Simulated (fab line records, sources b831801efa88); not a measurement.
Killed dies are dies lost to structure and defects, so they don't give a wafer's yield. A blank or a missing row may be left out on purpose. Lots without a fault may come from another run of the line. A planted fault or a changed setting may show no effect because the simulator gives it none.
Which tool did it? | flow sky130 | 12 lots, 36 wafers sampled, at 1 step of a route of 708

WHAT THE GAUGES READ, wafer by wafer
SKY_VT_ADJUST_NCORE_OVL_MEAS_08. Usual: VT_ADJUST_NCORE_OVL -0.8 nm, standard deviation 1.2.
lot  | measured     | on         | VT_ADJUST_NCORE_OVL (nm) | flag
L415 | day 9 04:44  | overlay-02 | -3.7 -0.6 -1.5           |
L419 | day 9 23:13  | overlay-01 | -1.8 0.0 -1.3            |
L420 | day 10 08:44 | overlay-02 | -1.6 -1.4 -1.2           |
L421 | day 10 13:35 | overlay-01 | -0.1 -0.7 -0.3           |
L422 | day 10 16:50 | overlay-02 | -1.6 0.8 0.1             |
L423 | day 11 06:28 | overlay-02 | -0.6 -0.7 -1.3           |
L425 | day 11 14:05 | overlay-02 | 1.1 -0.2 -1.3            |
L427 | day 12 01:56 | overlay-01 | 0.2 -0.4 -3.4            |
L430 | day 13 00:40 | overlay-02 | -0.9 -0.9 -1.1           |
L436 | day 14 21:50 | overlay-02 | -0.6 -2.1 -1.0           |
L437 | day 15 01:35 | overlay-01 | -1.8 -3.2 -2.6           |
L438 | day 15 05:44 | overlay-02 | -0.3 -1.0 -0.5           |

WHICH TOOL RAN EACH LOT (tool, then ch and the chambers of the sampled wafers, then the start)
The record holds no process step before these readings.

WHAT THE TOOLS THEMSELVES READ (means of the sampled wafers that have a number; where no wafer has one, the mark that the record gives instead)
The record holds no such reading with a usual standard deviation.

THE ANSWER, worked out from the rows above alone
Rule: a lot is off if the mean of its wafers that have a number lies more than 3 standard deviations from the usual mean. A lot without any number at a reading at which 4 lots or more have one is off too. The other lots that the step has rows for count as sound. The gauges are gone through in route order, then the tools' own readings, and for those a lot's mean is taken as printed above. The first step at which some lot is off is used, and at that step the reading that is off furthest; a lot without a number counts as furthest.
No lot is off at any reading shown: from this, nothing can be told.

WHAT THE SIMULATOR HAD PUT IN
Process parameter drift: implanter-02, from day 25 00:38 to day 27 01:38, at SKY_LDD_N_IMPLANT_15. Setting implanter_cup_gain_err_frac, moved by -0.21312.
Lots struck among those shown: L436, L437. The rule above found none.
